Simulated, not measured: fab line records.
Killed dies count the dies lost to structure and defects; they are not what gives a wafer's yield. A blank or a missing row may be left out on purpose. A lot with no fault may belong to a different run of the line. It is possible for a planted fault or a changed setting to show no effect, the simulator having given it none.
Which tool was responsible? | flow gf180mcu | Sampling: 6 lots, 18 wafers, 2 of 602 route steps

WHAT THE GAUGES SHOWED, per wafer
GF_V5_THK_MEAS_25: measures by xrf.
lot  | measured     | on            | V5_W_THK (nm)
L792 | day 27 23:10 | film metro-04 | 362 361 368
L794 | day 28 09:43 | film metro-03 | 369 369 366
L797 | day 29 10:50 | film metro-03 | 368 368 362
L801 | day 30 14:31 | film metro-01 | 356 355 359
L809 | day 33 00:16 | film metro-04 | 363 360 368
L813 | day 33 17:44 | film metro-03 | 358 365 364

WHAT TOOL EACH LOT RAN ON (gives the tool, then ch and the chambers of the sampled wafers, and finally the start)
lot  | GF_V5_SPUTTER_22
L792 | pvd sputter-01, day 27 22:54
L794 | pvd sputter-01, day 28 09:20
L797 | pvd sputter-02, day 29 10:34
L801 | pvd sputter-03, day 30 14:14
L809 | pvd sputter-01, day 33 00:00
L813 | pvd sputter-02, day 33 17:28
- GF_V5_SPUTTER_22: material TiN, target thk 10 nm, time 40 s.

THE ANSWER, worked out from the rows above alone
Rule: usual is defined by the lots themselves. The widest of any qualifying gaps counts: lots, ordered by their means at a reading, are off when they make up no more than a third of the lots, leave a main group of 4 or more, and stand apart from it by 3 or more times the standard deviation of that group's means. The tables above print the reading to a certain number of digits; a main group whose means all agree to those digits is not used. A lot without any number at a reading at which 4 lots or more have one is off too. Any other lot the step has rows for is counted as sound.
No lot is off at any reading shown: from this, nothing can be told.

WHAT HAD BEEN PUT IN BY THE SIMULATOR
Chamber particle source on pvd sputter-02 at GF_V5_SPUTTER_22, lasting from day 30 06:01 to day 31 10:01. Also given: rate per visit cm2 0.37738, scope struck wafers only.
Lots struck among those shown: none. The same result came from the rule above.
